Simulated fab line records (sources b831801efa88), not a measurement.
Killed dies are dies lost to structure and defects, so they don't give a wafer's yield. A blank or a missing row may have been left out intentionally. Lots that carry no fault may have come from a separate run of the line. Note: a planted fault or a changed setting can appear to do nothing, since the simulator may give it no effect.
fab line records ; flow sfqLine
[record] lots = 5; wafers = 23
route steps=325 shown I1@80 M2@93 I2@107 M3@122 I3@134 M4@156 I4@163
startH: hours from the record's first day to the start of the lot's first wafer shown ; waitH: how many hours have passed since the lot's step before this one ; " identical to the entry in the row above ; L1.1+2: a row that stands for several wafers ; - no value present, or no start provided ; * or withheld: withheld ; < > ~ a bound
route shown NAME@n: names a module that has steps shown in the file, with the first one's number in the route ; usual: average and standard deviation across the fault-free wafers ; same: alike in all rows ; chamber/n: place in a boat ; sites: per-site readings ; _std_site: the values' standard deviation ; _edge_site: inner sites' mean taken away from outer sites' mean ; radiusMm: how far each site lies from the wafer's centre ; mask NAME#n: copy n ; behind: the most recent tool/chamber to have shaped the wafer ; hold: the reason the lot was held/the length of the hold in hours/how it ended ; device: the n, p or np transistor that did not switch ; end of line: at the end of the route, the tests of the same wafers ; a step given without rows: its recipe and nothing more ; killed: at the first sort, the dies lost to defects and structure; wafer yield is something else ; map: per-die view of a wafer (x killed, . not killed, _ where there is no die)
set.NAME: the run value of the setting; set.NAME@STEP: its run value at that earlier step ; model.NAME: the simulator's own value behind a step, which no gauge read
one table per step and one row per wafer, for lots whose settings were changed on purpose
[[steps]]
[step SFQ_TRILAYER_I1_VIA_LITHO_EXPOSE_050]
[recipe] maskId = I1; na = 0.6; sourceShape = conventional; sigmaOuter = 0.65; targetCdNm = 500; doseMj = 21.3
lot.wafer;tool;chamber;startH;waitH;mask;set.doseMj
L076.1+5;krfScanner-01;0;673.66;-;I1#0;19.79
L076.2+3+6;krfScanner-01;0;673.66;-;I1#0;21.3
L081.2+3+6;krfScanner-01;0;728.43;-;I1#0;21.3
L082.1+6;krfScanner-02;0;758.59;-;I1#0;21.3
L082.2+3+5;krfScanner-02;0;758.59;-;I1#0;19.81
L083.1+6;krfScanner-02;0;775.39;-;I1#0;21.3
L083.2+3+5;krfScanner-02;0;775.39;-;I1#0;22.26
L084.1+2+3+4+6;krfScanner-02;0;780.19;-;I1#0;21.3
[step SFQ_TRILAYER_I1_VIA_LITHO_PEB_052]
[recipe] pebTempC = 115; pebTimeS = 60; resist = KrF
[step SFQ_TRILAYER_I1_VIA_LITHO_DEVELOP_051]
[recipe] timeS = 60; resist = KrF
[step SFQ_TRILAYER_I1_VIA_BARC_OPEN_VIA_ETCH_071]
[recipe] maskMaterial = PR; chemistry = O2; targetDepthNm = 125; target = BARC; sourceW = 513.8; biasW = 80; pressureMtorr = 30; timeS = 41.7
lot.wafer;tool;chamber;startH;waitH;set.doseMj@TRILAYER_I1_VIA_LITHO_EXPOSE_050;model.I1.cdNm
L076.1;rieDiel-02;2;675.20;0.0;19.79;487.9
L076.2;rieDiel-02;1;675.20;0.0;21.3;498.2
L076.3;rieDiel-02;0;675.20;0.0;21.3;500
L076.5;rieDiel-02;1;675.20;0.0;19.79;485.8
L076.6;rieDiel-02;2;675.20;0.0;21.3;499.4
L081.2;rieDiel-02;0;729.77;0.0;21.3;501.2
L081.3;rieDiel-02;1;729.77;0.0;21.3;499
L081.6;rieDiel-02;2;729.77;0.0;21.3;499.1
L082.1;rieDiel-01;1;760.12;0.0;21.3;500.4
L082.2;rieDiel-01;0;760.12;0.0;19.81;488.9
L082.3;rieDiel-01;3;760.12;0.0;19.81;489.7
L082.5;rieDiel-01;2;760.12;0.0;19.81;489.6
L082.6;rieDiel-01;1;760.12;0.0;21.3;502.4
L083.1;rieDiel-01;1;776.92;0.0;21.3;500.2
L083.2;rieDiel-01;3;776.92;0.0;22.26;508.3
L083.3;rieDiel-01;2;776.92;0.0;22.26;508.4
L083.5;rieDiel-01;1;776.92;0.0;22.26;507.3
L083.6;rieDiel-01;2;776.92;0.0;21.3;502.4
L084.1;rieDiel-03;1;781.72;0.0;21.3;500.5
L084.2;rieDiel-03;2;781.72;0.0;21.3;501.4
L084.3;rieDiel-03;0;781.72;0.0;21.3;499.9
L084.4;rieDiel-03;3;781.72;0.0;21.3;498.4
L084.6;rieDiel-03;3;781.72;0.0;21.3;500.7
[step SFQ_TRILAYER_I1_VIA_ETCH_VIA_ETCH_052]
[recipe] target = SiO2; stopOn = Nb; maskMaterial = PR; taperDeg = 20; chemistry = CHF3; targetDepthNm = 260; sourceW = 500; biasW = 80; pressureMtorr = 30; timeS = withheld
lot.wafer;tool;chamber;startH;waitH;set.doseMj@TRILAYER_I1_VIA_LITHO_EXPOSE_050;model.I1.cdNm
L076.1;rieDiel-02;2;675.24;0.0;19.79;489.1
L076.2;rieDiel-02;1;675.24;0.0;21.3;497.3
L076.3;rieDiel-02;0;675.24;0.0;21.3;498
L076.5;rieDiel-02;1;675.24;0.0;19.79;482.8
L076.6;rieDiel-02;2;675.24;0.0;21.3;500.9
L081.2;rieDiel-02;0;729.81;0.0;21.3;503
L081.3;rieDiel-02;1;729.81;0.0;21.3;500.5
L081.6;rieDiel-02;2;729.81;0.0;21.3;501.8
L082.1;rieDiel-01;1;760.16;0.0;21.3;501
L082.2;rieDiel-01;0;760.16;0.0;19.81;489.9
L082.3;rieDiel-01;3;760.16;0.0;19.81;491.1
L082.5;rieDiel-01;2;760.16;0.0;19.81;487.4
L082.6;rieDiel-01;1;760.16;0.0;21.3;502.3
L083.1;rieDiel-01;1;776.96;0.0;21.3;499.9
L083.2;rieDiel-01;3;776.96;0.0;22.26;510.4
L083.3;rieDiel-01;2;776.96;0.0;22.26;507
L083.5;rieDiel-01;1;776.96;0.0;22.26;509.1
L083.6;rieDiel-01;2;776.96;0.0;21.3;501.5
L084.1;rieDiel-03;1;781.76;0.0;21.3;498.3
L084.2;rieDiel-03;2;781.76;0.0;21.3;501.1
L084.3;rieDiel-03;0;781.76;0.0;21.3;497.7
L084.4;rieDiel-03;3;781.76;0.0;21.3;497.6
L084.6;rieDiel-03;3;781.76;0.0;21.3;499.1
[step SFQ_TRILAYER_M2_LITHO_COAT_057]
[recipe] resist = KrF; spinRpm = 3000; resistThkNm = 600
lot.wafer;tool;chamber;startH;waitH;set.spinRpm;model.KrF_of_TRILAYER_M2_LITHO_COAT_057.thkNm
L076.1+2;lithoTrack-03;0;676.73;0.2;3000;602.8
L076.3;lithoTrack-03;0;676.73;0.2;3000;602.2
L076.5;lithoTrack-03;0;676.73;0.2;3000;600.3
L076.6;lithoTrack-03;0;676.73;0.2;3000;602.5
L081.2;lithoTrack-03;0;731.35;0.2;3000;600.5
L081.3;lithoTrack-03;0;731.35;0.2;3000;600.3
L081.6;lithoTrack-03;0;731.35;0.2;3000;598.2
L082.1;lithoTrack-02;0;762.29;0.2;2815;618
L082.2;lithoTrack-02;0;762.29;0.2;3000;596.8
L082.3;lithoTrack-02;0;762.29;0.2;2815;616.9
L082.5;lithoTrack-02;0;762.29;0.2;3000;598.5
L082.6;lithoTrack-02;0;762.29;0.2;2815;618.5
L083.1;lithoTrack-01;0;778.45;0.2;3000;599.6
L083.2;lithoTrack-01;0;778.45;0.2;2792;620.4
L083.3;lithoTrack-01;0;778.45;0.2;3000;598.6
L083.5;lithoTrack-01;0;778.45;0.2;2792;621.5
L083.6;lithoTrack-01;0;778.45;0.2;3000;600.3
L084.1;lithoTrack-02;0;783.25;0.2;3188;582.6
L084.2;lithoTrack-02;0;783.25;0.2;3188;582.2
L084.3;lithoTrack-02;0;783.25;0.2;3000;598.1
L084.4;lithoTrack-02;0;783.25;0.2;3188;580.5
L084.6;lithoTrack-02;0;783.25;0.2;3000;598
[step SFQ_TRILAYER_M2_LITHO_SOFTBAKE_061]
[recipe] tempC = withheld; timeS = withheld; resist = KrF
[step SFQ_TRILAYER_M2_LITHO_EXPOSE_058]
[recipe] maskId = M2; na = 0.6; sourceShape = conventional; sigmaOuter = 0.65; targetCdNm = 500; doseMj = 14.4
[step SFQ_TRILAYER_M2_BARC_OPEN_METAL_ETCH_077]
[recipe] maskMaterial = PR; chemistry = O2; targetDepthNm = 125; target = BARC; icpW = 600; biasW = 80; pressureMtorr = 10; timeS = 41.7
[step SFQ_TRILAYER_M2_ETCH_METAL_ETCH_060]
[recipe] target = Nb; stopOn = SiO2; maskMaterial = PR; chemistry = Cl2/Ar; targetDepthNm = 240; icpW = 581.5; biasW = 80; pressureMtorr = 10; timeS = 120
lot.wafer;tool;chamber;startH;waitH;set.spinRpm@TRILAYER_M2_LITHO_COAT_057;model.KrF_of_TRILAYER_M2_LITHO_COAT_057.thkNm
L076.1;rieMetal-02;1;678.77;0.0;3000;390.4
L076.2;rieMetal-02;0;678.77;0.0;3000;385.4
L076.3;rieMetal-02;1;678.77;0.0;3000;389.5
L076.5;rieMetal-02;1;678.77;0.0;3000;387.6
L076.6;rieMetal-02;0;678.77;0.0;3000;384.9
L081.2;rieMetal-01;0;865.91;0.0;3000;386.2
L081.3;rieMetal-01;0;865.91;0.0;3000;385.9
L081.6;rieMetal-01;1;865.91;0.0;3000;391.7
L082.1;rieMetal-02;1;887.63;0.0;2815;403.4
L082.2;rieMetal-02;0;887.63;0.0;3000;380.8
L082.3;rieMetal-02;1;887.63;0.0;2815;403.1
L082.5;rieMetal-02;1;887.63;0.0;3000;384.7
L082.6;rieMetal-02;0;887.63;0.0;2815;402.8
L083.1;rieMetal-03;1;916.56;0.0;3000;386.6
L083.2;rieMetal-03;0;916.56;0.0;2792;411
L083.3;rieMetal-03;1;916.56;0.0;3000;385.1
L083.5;rieMetal-03;1;916.56;0.0;2792;407.6
L083.6;rieMetal-03;0;916.56;0.0;3000;391.6
L084.1;rieMetal-03;1;921.36;0.0;3188;368.4
L084.2;rieMetal-03;0;921.36;0.0;3188;369.9
L084.3;rieMetal-03;0;921.36;0.0;3000;387.6
L084.4;rieMetal-03;1;921.36;0.0;3188;364.9
L084.6;rieMetal-03;0;921.36;0.0;3000;387
[step SFQ_TRILAYER_I2_VIA_LITHO_COAT_072]
[recipe] resist = BARC; spinRpm = 3000; resistThkNm = 62
lot.wafer;tool;chamber;startH;waitH;set.resistThkNm;model.BARC_of_TRILAYER_I2_VIA_LITHO_COAT_072.thkNm
L076.1;lithoTrack-02;0;684.76;1.0;62;62.07
L076.2;lithoTrack-02;0;684.76;1.0;60.58;60.58
L076.3;lithoTrack-02;0;684.76;1.0;62;61.95
L076.5;lithoTrack-02;0;684.76;1.0;60.58;60.53
L076.6;lithoTrack-02;0;684.76;1.0;60.58;60.54
L081.2;lithoTrack-01;0;871.26;0.8;62;61.77
L081.3;lithoTrack-01;0;871.26;0.8;62;61.76
L081.6;lithoTrack-01;0;871.26;0.8;62;61.89
L082.1;lithoTrack-02;0;896.64;1.0;62;61.77
L082.2;lithoTrack-02;0;896.64;1.0;62;62.03
L082.3;lithoTrack-02;0;896.64;1.0;62;61.91
L082.5;lithoTrack-02;0;896.64;1.0;62;61.82
L082.6;lithoTrack-02;0;896.64;1.0;62;61.93
L083.1;lithoTrack-04;0;934.12;1.0;60.44;60.72
L083.2;lithoTrack-04;0;934.12;1.0;62;62.39
L083.3;lithoTrack-04;0;934.12;1.0;60.44;60.62
L083.5;lithoTrack-04;0;934.12;1.0;60.44;60.67
L083.6;lithoTrack-04;0;934.12;1.0;62;62.33
L084.1;lithoTrack-02;0;938.78;1.0;62;62.02
L084.2;lithoTrack-02;0;938.78;1.0;62;62.25
L084.3;lithoTrack-02;0;938.78;1.0;60.8;61.13
L084.4;lithoTrack-02;0;938.78;1.0;60.8;60.83
L084.6;lithoTrack-02;0;938.78;1.0;60.8;60.97
[step SFQ_TRILAYER_I2_VIA_BARC_OPEN_VIA_ETCH_096]
[recipe] maskMaterial = PR; chemistry = O2; targetDepthNm = 125; target = BARC; sourceW = 500; biasW = 80; pressureMtorr = 30; timeS = 41.7
lot.wafer;tool;chamber;startH;waitH;set.pressureMtorr;set.resistThkNm@TRILAYER_I2_VIA_LITHO_COAT_072;model.etch.depthNm
L076.1;rieDiel-04;0;768.17;0.0;32.43;62;62.07
L076.2;rieDiel-04;3;768.17;0.0;32.43;60.58;60.58
L076.3;rieDiel-04;2;768.17;0.0;32.43;62;61.95
L076.5;rieDiel-04;1;768.17;0.0;32.43;60.58;60.53
L076.6;rieDiel-04;0;768.17;0.0;32.43;60.58;60.54
L081.2;rieDiel-01;2;874.05;0.0;30;62;61.77
L081.3;rieDiel-01;1;874.05;0.0;30;62;61.76
L081.6;rieDiel-01;0;874.05;0.0;30;62;61.89
L082.1+5+6;rieDiel-01;1,2,1;903.02;0.0;32.48;62;-
L082.2;rieDiel-01;2;903.02;0.0;32.48;62;62.03
L082.3;rieDiel-01;3;903.02;0.0;32.48;62;61.91
L083.1;rieDiel-03;0;1051.87;0.0;30;60.44;60.72
L083.2+6;rieDiel-03;1,3;1051.87;0.0;30;62;-
L083.3;rieDiel-03;3;1051.87;0.0;30;60.44;60.62
L083.5;rieDiel-03;2;1051.87;0.0;30;60.44;-
L084.1;rieDiel-01;3;1057.87;0.0;30;62;-
L084.2;rieDiel-01;1;1057.87;0.0;30;62;62.25
L084.3;rieDiel-01;3;1057.87;0.0;30;60.8;61.13
L084.4;rieDiel-01;1;1057.87;0.0;30;60.8;-
L084.6;rieDiel-01;1;1057.87;0.0;30;60.8;60.97
[step SFQ_TRILAYER_M3_LITHO_COAT_080]
[recipe] resist = BARC; spinRpm = 3000; resistThkNm = 62
lot.wafer;tool;chamber;startH;waitH;set.resistThkNm;model.BARC_of_TRILAYER_M3_LITHO_COAT_080.thkNm
L076.1;lithoTrack-03;0;769.41;0.1;64.75;64.51
L076.2;lithoTrack-03;0;769.41;0.1;62;61.98
L076.3;lithoTrack-03;0;769.41;0.1;62;61.96
L076.5;lithoTrack-03;0;769.41;0.1;64.75;64.66
L076.6;lithoTrack-03;0;769.41;0.1;64.75;64.59
L081.2;lithoTrack-02;0;875.32;0.1;62;62.14
L081.3;lithoTrack-02;0;875.32;0.1;62;61.93
L081.6;lithoTrack-02;0;875.32;0.1;62;62.12
L082.1;lithoTrack-04;0;904.25;0.1;64.61;64.53
L082.2;lithoTrack-04;0;904.25;0.1;64.61;64.42
L082.3;lithoTrack-04;0;904.25;0.1;62;62.01
L082.5;lithoTrack-04;0;904.25;0.1;64.61;64.56
L082.6;lithoTrack-04;0;904.25;0.1;62;62.07
L083.1;lithoTrack-02;0;1053.10;0.1;65.07;64.97
L083.2;lithoTrack-02;0;1053.10;0.1;62;61.92
L083.3;lithoTrack-02;0;1053.10;0.1;62;62
L083.5;lithoTrack-02;0;1053.10;0.1;65.07;64.9
L083.6;lithoTrack-02;0;1053.10;0.1;65.07;64.89
L084.1;lithoTrack-03;0;1059.78;0.1;58.7;58.57
L084.2;lithoTrack-03;0;1059.78;0.1;62;61.92
L084.3;lithoTrack-03;0;1059.78;0.1;62;61.78
L084.4;lithoTrack-03;0;1059.78;0.1;62;61.81
L084.6;lithoTrack-03;0;1059.78;0.1;58.7;58.68
[step SFQ_TRILAYER_M3_BARC_OPEN_METAL_ETCH_100]
[recipe] maskMaterial = PR; chemistry = O2; targetDepthNm = 125; target = BARC; icpW = 600; biasW = 80; pressureMtorr = 10; timeS = 41.7
[usual] oesProductAu = 0.685/0.0044
lot.wafer;tool;chamber;startH;waitH;set.pressureMtorr;set.resistThkNm@TRILAYER_M3_LITHO_COAT_080;oesProductAu;model.etch.depthNm
L076.1;rieMetal-03;0;901.97;0.0;10;64.75;0.699;64.51
L076.2;rieMetal-03;1;901.97;0.0;10;62;0.688;61.98
L076.3;rieMetal-03;1;901.97;0.0;10;62;0.688;61.96
L076.5;rieMetal-03;0;901.97;0.0;10;64.75;0.699;64.66
L076.6;rieMetal-03;1;901.97;0.0;10;64.75;0.698;64.59
L081.2;rieMetal-01;0;1003.74;0.0;10;62;0.689;62.14
L081.3;rieMetal-01;0;1003.74;0.0;10;62;0.692;61.93
L081.6;rieMetal-01;1;1003.74;0.0;10;62;0.685;62.12
L082.1;rieMetal-01;0;1032.54;0.0;9.16;64.61;0.695;-
L082.2;rieMetal-01;1;1032.54;0.0;9.16;64.61;0.695;64.42
L082.3;rieMetal-01;1;1032.54;0.0;9.16;62;0.690;62.01
L082.5;rieMetal-01;0;1032.54;0.0;9.16;64.61;0.692;-
L082.6;rieMetal-01;1;1032.54;0.0;9.16;62;0.681;-
L083.1;rieMetal-01;0;1055.38;0.0;10;65.07;0.696;64.97
L083.2;rieMetal-01;1;1055.38;0.0;10;62;0.689;-
L083.3;rieMetal-01;0;1055.38;0.0;10;62;0.689;62
L083.5;rieMetal-01;0;1055.38;0.0;10;65.07;0.697;-
L083.6;rieMetal-01;1;1055.38;0.0;10;65.07;0.699;-
L084.1;rieMetal-04;1;1062.40;0.0;8.58;58.7;0.668;-
L084.2;rieMetal-04;0;1062.40;0.0;8.58;62;0.683;61.92
L084.3;rieMetal-04;0;1062.40;0.0;8.58;62;0.684;61.78
L084.4;rieMetal-04;1;1062.40;0.0;8.58;62;0.685;-
L084.6;rieMetal-04;0;1062.40;0.0;8.58;58.7;0.670;58.68
[step SFQ_TRILAYER_I3_CMP_CMP_082]
[recipe] material = SiO2; downForcePsi = 3; platenRpm = 60; padVelocityMS = 0.94248
[usual] timeToEndpointS = 218/5.8
lot.wafer;tool;chamber;startH;waitH;set.downForcePsi;timeToEndpointS
L076.1;cmp-02;3;910.80;7.8;3;213
L076.3;cmp-02;0;910.80;7.8;3;215
L076.2;cmp-02;1;910.80;7.8;2.753;241
L076.5;cmp-02;3;912.80;9.8;2.753;240
L076.6;cmp-02;0;912.80;9.8;3;220
L081.3;cmp-02;3;1015.37;10.6;3;205
L081.2;cmp-02;2;1016.87;12.1;3;219
L081.6;cmp-02;0;1017.87;13.1;3;216
L082.3;cmp-01;0;1033.58;0.0;3;213
L082.2;cmp-01;2;1034.58;1.0;2.859;224
L082.1;cmp-01;3;1034.58;1.0;2.859;219
L082.6;cmp-01;0;1034.58;1.0;2.859;232
L082.5;cmp-01;1;1034.58;1.0;3;226
L083.3;cmp-02;3;1057.51;1.1;3;223
L083.2;cmp-02;0;1057.51;1.1;3.449;189
L083.1;cmp-02;1;1057.51;1.1;3.449;195
L083.6;cmp-02;3;1059.51;3.1;3.449;188
L083.5;cmp-02;0;1059.51;3.1;3;216
L084.1;cmp-02;3;1063.51;0.1;3.379;192
L084.4;cmp-02;0;1063.51;0.1;3;223
L084.2;cmp-02;1;1063.51;0.1;3.379;195
L084.3;cmp-02;2;1063.51;0.1;3;210
L084.6;cmp-02;0;1066.01;2.6;3.379;193
[step SFQ_TRILAYER_M4_LITHO_PEB_096]
[recipe] pebTempC = 115; pebTimeS = 60; resist = KrF
lot.wafer;tool;chamber;startH;waitH;set.pebTimeS
L076.1+2;lithoTrack-03;0;1165.37;1.0;60
L076.3+5+6;lithoTrack-03;0;1165.37;1.0;53.78
L081.2+3+6;lithoTrack-03;0;1178.72;0.8;60
L082.1+2+3+5+6;lithoTrack-03;0;1181.10;1.0;60
L083.1+2;lithoTrack-01;0;1187.10;1.0;60
L083.3+5+6;lithoTrack-01;0;1187.10;1.0;67.82
L084.1+4;lithoTrack-03;0;1196.70;1.0;60
L084.2+3+6;lithoTrack-03;0;1196.70;1.0;65.62
[step SFQ_TRILAYER_M4_LITHO_DEVELOP_095]
[recipe] timeS = 60; resist = KrF
[step SFQ_TRILAYER_M4_BARC_OPEN_METAL_ETCH_123]
[recipe] maskMaterial = PR; chemistry = O2; targetDepthNm = 125; target = BARC; icpW = 600; biasW = 80; pressureMtorr = 10; timeS = 41.7
lot.wafer;tool;chamber;startH;waitH;set.pebTimeS@TRILAYER_M4_LITHO_PEB_096;model.M4.cdNm
L076.1;rieMetal-01;1;1165.71;0.0;60;499.4
L076.2;rieMetal-01;1;1165.71;0.0;60;500.4
L076.3;rieMetal-01;1;1165.71;0.0;53.78;516.2
L076.5;rieMetal-01;1;1165.71;0.0;53.78;515.5
L076.6;rieMetal-01;1;1165.71;0.0;53.78;516.4
L081.2;rieMetal-03;1;1179.03;0.0;60;502
L081.3+6;rieMetal-03;0,1;1179.03;0.0;60;501.5
L082.1;rieMetal-02;1;1181.43;0.0;60;499.1
L082.2+3;rieMetal-02;0,1;1181.43;0.0;60;500.3
L082.5;rieMetal-02;1;1181.43;0.0;60;498.8
L082.6;rieMetal-02;0;1181.43;0.0;60;499.3
L083.1;rieMetal-01;1;1187.43;0.0;60;505.7
L083.2;rieMetal-01;1;1187.43;0.0;60;503.5
L083.3;rieMetal-01;1;1187.43;0.0;67.82;486.7
L083.5;rieMetal-01;1;1187.43;0.0;67.82;488.9
L083.6;rieMetal-01;1;1187.43;0.0;67.82;487.6
L084.1;rieMetal-01;1;1197.03;0.0;60;501
L084.2;rieMetal-01;0;1197.03;0.0;65.62;488.6
L084.3;rieMetal-01;1;1197.03;0.0;65.62;489.1
L084.4;rieMetal-01;0;1197.03;0.0;60;501.8
L084.6;rieMetal-01;1;1197.03;0.0;65.62;489.5
[step SFQ_TRILAYER_M4_ETCH_METAL_ETCH_096]
[recipe] target = Nb; stopOn = SiO2; maskMaterial = PR; chemistry = Cl2/Ar; targetDepthNm = 240; icpW = 600; biasW = 80; pressureMtorr = 10; timeS = 120
lot.wafer;tool;chamber;startH;waitH;set.icpW;set.pebTimeS@TRILAYER_M4_LITHO_PEB_096;model.M4.cdNm
L076.1;rieMetal-01;1;1165.83;0.1;600;60;499.7
L076.2;rieMetal-01;1;1165.83;0.1;600;60;500
L076.3;rieMetal-01;1;1165.83;0.1;600;53.78;515.9
L076.5;rieMetal-01;1;1165.83;0.1;600;53.78;515.3
L076.6;rieMetal-01;1;1165.83;0.1;600;53.78;516.9
L081.2;rieMetal-03;1;1179.09;0.0;600;60;500.7
L081.3;rieMetal-03;0;1179.09;0.0;600;60;500.8
L081.6;rieMetal-03;1;1179.09;0.0;600;60;501.3
L082.1;rieMetal-02;1;1181.49;0.0;668.3;60;498.9
L082.2;rieMetal-02;0;1181.49;0.0;600;60;502
L082.3;rieMetal-02;1;1181.49;0.0;600;60;501.4
L082.5;rieMetal-02;1;1181.49;0.0;600;60;499.7
L082.6;rieMetal-02;0;1181.49;0.0;668.3;60;501.3
L083.1;rieMetal-01;1;1187.55;0.1;600;60;503.3
L083.2;rieMetal-01;1;1187.55;0.1;600;60;501.5
L083.3;rieMetal-01;1;1187.55;0.1;600;67.82;484.9
L083.5;rieMetal-01;1;1187.55;0.1;600;67.82;487.3
L083.6;rieMetal-01;1;1187.55;0.1;600;67.82;486.9
L084.1;rieMetal-01;1;1197.09;0.0;567.1;60;499.9
L084.2;rieMetal-01;0;1197.09;0.0;567.1;65.62;487.1
L084.3;rieMetal-01;1;1197.09;0.0;600;65.62;487.9
L084.4;rieMetal-01;0;1197.09;0.0;567.1;60;499.8
L084.6;rieMetal-01;1;1197.09;0.0;600;65.62;488.2
[step SFQ_TRILAYER_I4_DEP_PECVD_099]
[recipe] material = SiO2; tempC = 150; timeS = 111.11; pressureTorr = 2.4; rfW = 183.3; precursor = SiH4/N2O; targetThkNm = 500
lot.wafer;tool;chamber;startH;waitH;set.timeS;model.SiO2_of_TRILAYER_I4_DEP_PECVD_099.thkNm
L076.1;pecvd-02;2;1167.45;0.0;111.11;494.8
L076.2;pecvd-02;1;1167.45;0.0;111.11;500.6
L076.3;pecvd-02;0;1167.45;0.0;111.11;499.6
L076.5;pecvd-02;2;1167.45;0.0;116.7;525.1
L076.6;pecvd-02;0;1167.45;0.0;116.7;539.2
L081.2;pecvd-02;1;1179.99;0.0;111.11;492.6
L081.3;pecvd-02;0;1179.99;0.0;111.11;488.7
L081.6;pecvd-02;2;1179.99;0.0;111.11;501.1
L082.1;pecvd-01;0;1182.39;0.0;97.97;437.3
L082.2;pecvd-01;1;1182.39;0.0;111.11;502.5
L082.3;pecvd-01;2;1182.39;0.0;97.97;439.1
L082.5;pecvd-01;1;1182.39;0.0;111.11;508.6
L082.6;pecvd-01;2;1182.39;0.0;97.97;445.3
L083.1;pecvd-02;0;1189.18;0.0;111.11;500.9
L083.2;pecvd-02;1;1189.18;0.0;111.11;500.8
L083.3;pecvd-02;2;1189.18;0.0;111.11;492.1
L083.5;pecvd-02;0;1189.18;0.0;111.11;507.1
L083.6;pecvd-02;2;1189.18;0.0;111.11;497.8
L084.1;pecvd-01;1;1197.99;0.0;111.11;489
L084.2;pecvd-01;2;1197.99;0.0;111.11;493
L084.3;pecvd-01;0;1197.99;0.0;111.11;493.7
L084.4;pecvd-01;1;1197.99;0.0;111.11;497.7
L084.6;pecvd-01;2;1197.99;0.0;111.11;499.3
[step SFQ_TRILAYER_I4_CMP_CMP_100]
[recipe] material = SiO2; downForcePsi = 3; platenRpm = 60; padVelocityMS = 0.94248
[usual] timeToEndpointS = 215/6.8
lot.wafer;tool;chamber;startH;waitH;set.timeS@TRILAYER_I4_DEP_PECVD_099;timeToEndpointS
L076.3;cmp-02;1;1172.75;5.3;111.11;215
L076.1;cmp-02;3;1173.75;6.3;111.11;206
L076.2;cmp-02;0;1173.75;6.3;111.11;215
L076.5;cmp-02;1;1173.75;6.3;116.7;238
L076.6;cmp-02;2;1173.75;6.3;116.7;241
L081.2;cmp-01;0;1183.75;3.7;111.11;214
L081.3;cmp-01;3;1185.25;5.2;111.11;208
L081.6;cmp-01;0;1185.25;5.2;111.11;218
L082.2;cmp-02;2;1185.25;2.8;111.11;220
L082.1;cmp-02;3;1185.25;2.8;97.97;177
L082.3;cmp-02;0;1185.25;2.8;97.97;177
L082.5;cmp-02;1;1185.25;2.8;111.11;232
L082.6;cmp-02;2;1185.25;2.8;97.97;180
L083.3;cmp-01;0;1189.75;0.5;111.11;207
L083.1;cmp-01;1;1189.75;0.5;111.11;211
L083.2;cmp-01;3;1191.25;2.0;111.11;209
L083.5;cmp-01;0;1191.25;2.0;111.11;224
L083.6;cmp-01;1;1191.25;2.0;111.11;207
L084.2;cmp-01;0;1198.07;0.0;111.11;209
L084.4;cmp-01;1;1198.07;0.0;111.11;212
L084.1;cmp-01;2;1198.07;0.0;111.11;208
L084.3;cmp-01;3;1198.07;0.0;111.11;212
L084.6;cmp-01;1;1200.57;2.5;111.11;214
[[key]]
[split] step = SFQ_TRILAYER_I1_VIA_LITHO_EXPOSE_050; setting = doseMj; stated = 21.3; by = wafer
[response] step = SFQ_TRILAYER_I1_VIA_BARC_OPEN_VIA_ETCH_071; reading = model.I1.cdNm; change = +1.69; per = 1%; r = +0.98
[response] step = SFQ_TRILAYER_I1_VIA_ETCH_VIA_ETCH_052; reading = model.I1.cdNm; change = +1.78; per = 1%; r = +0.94
[split] step = SFQ_TRILAYER_M2_LITHO_COAT_057; setting = spinRpm; stated = 3000; by = wafer
[response] step = SFQ_TRILAYER_M2_LITHO_COAT_057; reading = model.KrF_of_TRILAYER_M2_LITHO_COAT_057.thkNm; change = -2.99; per = 1%; r = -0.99
[response] step = SFQ_TRILAYER_M2_ETCH_METAL_ETCH_060; reading = model.KrF_of_TRILAYER_M2_LITHO_COAT_057.thkNm; change = -3.17; per = 1%; r = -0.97
[split] step = SFQ_TRILAYER_I2_VIA_LITHO_COAT_072; setting = resistThkNm; stated = 62; by = wafer
[response] step = SFQ_TRILAYER_I2_VIA_LITHO_COAT_072; reading = model.BARC_of_TRILAYER_I2_VIA_LITHO_COAT_072.thkNm; change = +0.642; per = 1%; r = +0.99
[response] step = SFQ_TRILAYER_I2_VIA_BARC_OPEN_VIA_ETCH_096; reading = model.etch.depthNm; change = +0.633; per = 1%; r = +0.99
[split] step = SFQ_TRILAYER_I2_VIA_BARC_OPEN_VIA_ETCH_096; setting = pressureMtorr; stated = 30; by = lot
response none clear
[split] step = SFQ_TRILAYER_M3_LITHO_COAT_080; setting = resistThkNm; stated = 62; by = wafer
[response] step = SFQ_TRILAYER_M3_LITHO_COAT_080; reading = model.BARC_of_TRILAYER_M3_LITHO_COAT_080.thkNm; change = +0.595; per = 1%; r = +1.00
[response] step = SFQ_TRILAYER_M3_BARC_OPEN_METAL_ETCH_100; reading = oesProductAu; change = +0.00229; per = 1%; r = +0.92
[response] step = SFQ_TRILAYER_M3_BARC_OPEN_METAL_ETCH_100; reading = model.etch.depthNm; change = +0.591; per = 1%; r = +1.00
[split] step = SFQ_TRILAYER_M3_BARC_OPEN_METAL_ETCH_100; setting = pressureMtorr; stated = 10; by = lot
response none clear
[split] step = SFQ_TRILAYER_I3_CMP_CMP_082; setting = downForcePsi; stated = 3; by = wafer
[response] step = SFQ_TRILAYER_I3_CMP_CMP_082; reading = timeToEndpointS; change = *; per = 1%; r = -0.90
[split] step = SFQ_TRILAYER_M4_LITHO_PEB_096; setting = pebTimeS; stated = 60; by = wafer
[response] step = SFQ_TRILAYER_M4_BARC_OPEN_METAL_ETCH_123; reading = model.M4.cdNm; change = -1.37; per = 1%; r = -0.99
[response] step = SFQ_TRILAYER_M4_ETCH_METAL_ETCH_096; reading = model.M4.cdNm; change = -1.34; per = 1%; r = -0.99
[split] step = SFQ_TRILAYER_M4_ETCH_METAL_ETCH_096; setting = icpW; stated = 600; by = wafer
response none clear
[split] step = SFQ_TRILAYER_I4_DEP_PECVD_099; setting = timeS; stated = 111.11; by = wafer
[response] step = SFQ_TRILAYER_I4_DEP_PECVD_099; reading = model.SiO2_of_TRILAYER_I4_DEP_PECVD_099.thkNm; change = +5.68; per = 1%; r = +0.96
[response] step = SFQ_TRILAYER_I4_CMP_CMP_100; reading = timeToEndpointS; change = *; per = 1%; r = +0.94
